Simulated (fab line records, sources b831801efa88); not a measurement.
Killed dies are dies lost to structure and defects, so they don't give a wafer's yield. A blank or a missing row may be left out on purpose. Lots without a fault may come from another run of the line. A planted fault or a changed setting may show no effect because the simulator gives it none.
fab line records | flow sky130
record lots=6 wafers=18 last_day=51
route steps=708 shown VT_ADJUST_HVTR@137 VT_ADJUST_PCH@143 SONOS_TUNNEL@154
lots that met no fault: from a run of the same line without faults
start_h: hours from the record's first day to the start of the lot's first wafer shown | wait_h: hours since the lot's step before | " the same as in the row above | L1.1+2: a row that stands for several wafers | - no value, or no start given | * or withheld: withheld | < > ~ a bound
route shown NAME@n: a module of which the file shows steps, and the number in the route of the first | usual: mean/standard deviation of fault-free wafers | same: alike in all rows | chamber/n: place in a boat | sites: the reading at each site | _std_site: their standard deviation | _edge_site: outer sites' mean less inner sites' | radius_mm: how far each site lies from the wafer's centre | mask NAME#n: copy n | behind: the tool/chamber that last shaped the wafer | hold: why the lot was held/for how many hours/how that ended | device: the transistor (n, p or np) that didn't switch | end of line: the same wafers' tests at the end of the route | a step without rows: its recipe alone | killed: dies lost to structure and defects at the first sort, not the wafer's yield | map: a wafer's dies, x killed, . not, _ none there
set.NAME: the setting as run; set.NAME@STEP: as run at that earlier step | model.NAME: the simulator's own value behind a step, which no gauge read
lots at some steps of the route; a table a step, a row a wafer
services: from which hour (start_h, from the record's first day; less than 0 if before it) a tool's chamber was out of use, for how many hours, and why
## steps
# step SKY_VT_ADJUST_HVTR_DEVELOP_06
# recipe develop_time_s=60 dev_temp_c=23
# step SKY_VT_ADJUST_HVTR_CD_MEAS_07
# recipe target_cd_nm=380
# usual cd_nm=380.5/2.6
# columns lot.wafer tool chamber start_h wait_h cd_nm
L992.1 cd_sem-02 - 223.48 0.1 380.0
L992.2 " - " " 383.3
L992.3 " - " " 381.4
L995.2 cd_sem-01 - 246.00 0.1 379.8
L995.3 " - " " 380.8
L995.6 " - " " 382.6
L997.1 cd_sem-02 - 258.38 0.1 377.5
L997.2 " - " " 377.0
L997.4 " - " " 378.5
L105.1 cd_sem-02 - 330.88 0.1 379.2
L105.5 " - " " 380.0
L105.6 " - " " 377.9
L106.1 cd_sem-01 - 331.46 0.1 377.9
L106.4 " - " " 378.9
L106.6 " - " " 379.6
L111.3 cd_sem-02 - 392.05 0.1 383.3
L111.4 " - " " 382.4
L111.5 " - " " 383.8
# step SKY_VT_ADJUST_HVTR_OVL_MEAS_08
# usual VT_ADJUST_HVTR_OVL=0.0/1.3
# columns lot.wafer tool chamber start_h wait_h VT_ADJUST_HVTR_OVL[nm]
L992.1 overlay-02 - 223.60 0.1 1.9
L992.2 " - " " 0.5
L992.3 " - " " 1.0
L995.2 overlay-01 - 246.11 0.1 1.7
L995.3 " - " " -0.3
L995.6 " - " " 0.1
L997.1 overlay-02 - 258.50 0.1 1.1
L997.2 " - " " 1.9
L997.4 " - " " 0.4
L105.1 overlay-01 - 331.00 0.1 1.3
L105.5 " - " " -1.2
L105.6 " - " " 0.1
L106.1 overlay-01 - 331.58 0.1 -0.7
L106.4 " - " " -0.2
L106.6 " - " " -1.4
L111.3 overlay-01 - 392.15 0.1 2.2
L111.4 " - " " 2.4
L111.5 " - " " 0.5
# step SKY_VT_ADJUST_HVTR_IMPLANT_09
# recipe species=B energy_kev=10 dose_cm2=2.1e+12 tilt_deg=withheld
# step SKY_VT_ADJUST_HVTR_STRIP_10
# recipe chemistry=O2/N2 power_w=1400 pressure_mtorr=1500 platen_temp_c=withheld o2_flow_sccm=3000 n2_flow_sccm=300 overash_fraction=0.5
# usual drypump_motor_current_A=6.0/0.35 n2_flow_sccm=300.0/0.81 oes_product_au=0.716/0.0042 strip_time_to_endpoint_s=14.16/0.05
# same overash_fraction=0.5
# columns lot.wafer tool chamber start_h wait_h drypump_motor_current_A n2_flow_sccm oes_product_au rf_hours_counter_h strip_time_to_endpoint_s
L992.1 plasma_asher-02 0 223.79 0.1 6.1 300.8 0.718 41 14.22
L992.2 " 1 " " 6.3 300.5 0.712 41 14.27
L992.3 " 1 " " 6.3 301.1 0.714 - 14.24
L995.2 plasma_asher-02 1 246.29 0.1 6.3 298.2 0.723 43 14.23
L995.3 " 1 " " 6.2 298.8 0.708 - 14.23
L995.6 " 0 " " 6.1 299.1 0.720 - 14.23
L997.1 plasma_asher-03 1 258.69 0.1 6.4 300.3 0.716 54 14.21
L997.2 " 0 " " 5.5 299.4 0.720 54 14.19
L997.4 " 0 " " 5.4 300.4 0.715 - 14.21
L105.1 plasma_asher-01 1 331.18 0.1 5.6 299.4 0.716 64 14.15
L105.5 " 0 " " 6.3 300.0 0.714 - 14.10
L105.6 " 1 " " 5.6 299.8 0.715 - 14.11
L106.1 plasma_asher-01 1 331.77 0.1 5.6 299.9 0.722 65 14.15
L106.4 " 1 " " 5.6 299.7 0.715 - 14.15
L106.6 " 1 " " 5.6 300.8 0.712 - 14.10
L111.3 plasma_asher-02 0 392.35 0.1 6.1 299.8 0.719 - 14.21
L111.4 " 1 " " 6.3 300.3 0.720 - 14.19
L111.5 " 1 " " 6.3 298.4 0.716 - 14.17
# step SKY_VT_ADJUST_HVTR_TW_MEAS_11
# usual VT_ADJUST_HVTR_TW=212.8/1.9
# columns lot.wafer tool chamber start_h wait_h VT_ADJUST_HVTR_TW
L992.1 film_metro-04 - 223.89 0.1 212.5
L992.2 " - " " 211.8
L992.3 " - " " 211.4
L995.2 film_metro-03 - 246.40 0.1 217.7
L995.3 " - " " 216.8
L995.6 " - " " 217.0
L997.1 film_metro-04 - 258.79 0.1 212.0
L997.2 " - " " 211.1
L997.4 " - " " 211.4
L105.1 film_metro-04 - 331.28 0.1 210.0
L105.5 " - " " 210.1
L105.6 " - " " 210.5
L106.1 film_metro-01 - 331.87 0.1 213.3
L106.4 " - " " 214.4
L106.6 " - " " 213.0
L111.3 film_metro-04 - 392.44 0.1 208.6
L111.4 " - " " 209.3
L111.5 " - " " 208.5
# step SKY_VT_ADJUST_PCH_DEHYDRATE_00
# recipe temp_c=200 time_s=60
# step SKY_VT_ADJUST_PCH_HMDS_01
# recipe prime_time_s=60 prime_temp_c=120
# step SKY_VT_ADJUST_PCH_COAT_02
# recipe spin_rpm=2000 resist_thk_nm=3000
# step SKY_VT_ADJUST_PCH_SOFTBAKE_03
# recipe temp_c=110 time_s=withheld
# step SKY_VT_ADJUST_PCH_EXPOSE_04
# recipe mask_id=NWM na=0.6 source_shape=conventional sigma_outer=0.6 polarization=unpolarized target_cd_nm=840 dose_mj=255
# step SKY_VT_ADJUST_PCH_PEB_05
# recipe temp_c=115 time_s=withheld
# step SKY_VT_ADJUST_PCH_DEVELOP_06
# recipe wall_angle_deg=90 developer=TMAH develop_time_s=60 dev_temp_c=23
# columns lot.wafer tool chamber start_h wait_h
L992.1+2+3 litho_track-04 0 247 -
L995.2+3+6 litho_track-03 0 270 -
L997.1+2+4 litho_track-03 0 283 -
L105.1+5+6 litho_track-03 0 357 -
L106.1+4+6 litho_track-04 0 358 -
L111.3+4+5 litho_track-01 0 422 -
# step SKY_VT_ADJUST_PCH_OVL_MEAS_07
# usual VT_ADJUST_PCH_OVL=0.8/1.5
# columns lot.wafer tool chamber start_h wait_h VT_ADJUST_PCH_OVL[nm]
L992.1 overlay-01 - 247.67 - 1.2
L992.2 " - " " 0.1
L992.3 " - " " 0.8
L995.2 overlay-02 - 270.59 - -
L995.3 " - " " -
L995.6 " - " " -
L997.1 overlay-02 - 283.38 - -
L997.2 " - " " -
L997.4 " - " " -
L105.1 overlay-02 - 358.13 - 1.0
L105.5 " - " " -0.1
L105.6 " - " " -0.7
L106.1 overlay-01 - 358.77 - -0.4
L106.4 " - " " 0.4
L106.6 " - " " 1.4
L111.3 overlay-01 - 422.29 - 1.7
L111.4 " - " " 3.0
L111.5 " - " " -0.9
# step SKY_VT_ADJUST_PCH_IMPLANT_08
# recipe species=B energy_kev=10 dose_cm2=5e+11 tilt_deg=withheld
# step SKY_VT_ADJUST_PCH_STRIP_09
# recipe chemistry=O2/N2 power_w=1400 pressure_mtorr=1500 platen_temp_c=withheld o2_flow_sccm=3000 n2_flow_sccm=300 overash_fraction=0.5
# usual drypump_motor_current_A=6.0/0.38 n2_flow_sccm=300.1/0.92 oes_product_au=0.722/0.0043 strip_time_to_endpoint_s=36.91/0.12
# same overash_fraction=0.5
# columns lot.wafer tool chamber start_h wait_h drypump_motor_current_A n2_flow_sccm oes_product_au rf_hours_counter_h strip_time_to_endpoint_s
L992.1 plasma_asher-02 0 247.85 0.1 6.1 298.9 0.722 43 37.13
L992.2 " 1 " " 6.3 301.5 0.718 43 37.02
L992.3 " 0 " " 6.0 299.6 0.725 - 37.04
L995.2 plasma_asher-04 0 270.77 0.1 5.1 299.7 0.722 15 36.83
L995.3 " 1 " " 5.6 300.4 0.725 - 36.90
L995.6 " 0 " " 5.1 299.1 0.717 - 36.81
L997.1 plasma_asher-02 1 283.57 0.1 6.2 302.7 0.725 46 36.96
L997.2 " 0 " " 6.1 298.3 0.724 46 36.99
L997.4 " 1 " " 6.3 300.1 0.720 - 36.91
L105.1 plasma_asher-02 0 358.32 0.1 6.1 299.6 0.719 53 37.08
L105.5 " 1 " " 6.3 299.4 0.714 - 37.08
L105.6 " 0 " " 6.1 299.1 0.727 - 37.22
L106.1 plasma_asher-01 1 358.95 0.1 5.6 299.4 0.722 67 36.86
L106.4 " 1 " " 5.6 299.7 0.717 - 36.93
L106.6 " 0 " " 6.3 300.3 0.726 - 37.03
L111.3 plasma_asher-02 0 422.50 0.1 6.1 299.7 0.722 - 36.95
L111.4 " 1 " " 6.2 298.0 0.723 - 37.04
L111.5 " 1 " " 6.3 300.6 0.733 - 36.98
# step SKY_VT_ADJUST_PCH_TW_MEAS_10
# usual VT_ADJUST_PCH_TW=142.9/0.88
# columns lot.wafer tool chamber start_h wait_h VT_ADJUST_PCH_TW
L992.1 film_metro-02 - 247.95 0.1 142.7
L992.2 " - " " 141.8
L992.3 " - " " 141.7
L995.2 film_metro-04 - 270.88 0.1 29.7
L995.3 " - " " 29.9
L995.6 " - " " 30.0
L997.1 film_metro-04 - 283.67 0.1 29.9
L997.2 " - " " 30.0
L997.4 " - " " 29.9
L105.1 film_metro-01 - 358.42 0.1 144.0
L105.5 " - " " 143.3
L105.6 " - " " 143.5
L106.1 film_metro-01 - 359.05 0.1 143.2
L106.4 " - " " 144.5
L106.6 " - " " 143.9
L111.3 film_metro-02 - 422.58 0.1 142.3
L111.4 " - " " 142.0
L111.5 " - " " 143.0
# step SKY_SONOS_TUNNEL_DEHYDRATE_00
# recipe temp_c=200 time_s=60
## services
# columns tool chamber start_h hours kind
plasma_asher-02 - 241.67 2.8 pm
plasma_asher-04 - 259.26 4.3 repair
litho_track-03 - 268.64 - consumable_replace:filter
plasma_asher-02 - 276.93 1.6 repair
plasma_asher-02 - 283.88 7.5 repair
plasma_asher-03 - 312.53 0.6 repair
plasma_asher-04 - 348.37 1.6 repair
plasma_asher-03 - 372.71 4.4 repair
plasma_asher-03 - 396.14 8.0 repair
plasma_asher-01 - 421.25 9.0 pm
plasma_asher-01 0 421.25 9.0 vent_cycle
plasma_asher-01 1 421.25 9.0 vent_cycle
## key
first_sign step=SKY_VT_ADJUST_PCH_OVL_MEAS_07 reading=VT_ADJUST_PCH_OVL direction=missing
effect step=SKY_VT_ADJUST_PCH_TW_MEAS_10 reading=VT_ADJUST_PCH_TW direction=down sigmas=99+ usual=142.9 struck=29.9
met_at SKY_VT_ADJUST_PCH_DEVELOP_06
struck_wafers L995.2,L995.3,L995.6,L997.1,L997.2,L997.4
sort_left_out L995.2,L995.3,L995.6,L997.1,L997.2,L997.4
tester_left_out L995,L997
fault kind=process_parameter_drift tool=litho_track-03 chamber=- onset_h=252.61 steps=SKY_VT_ADJUST_PCH_DEVELOP_06 channel=develop_time_s offset=* shape=step end_h=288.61 acts_in=* stated=*
# tester_left_out: of these lots the tester's yield and bins aren't shown, on N5 and GAA mostly nor the transistor test; their killed dies are dies lost to structure and defects alone, not to doping, threshold or leakage, so they don't give the yield
# sort_left_out: the simulated sort isn't trusted on such a fault, so these wafers' sort isn't shown, and their yield isn't known
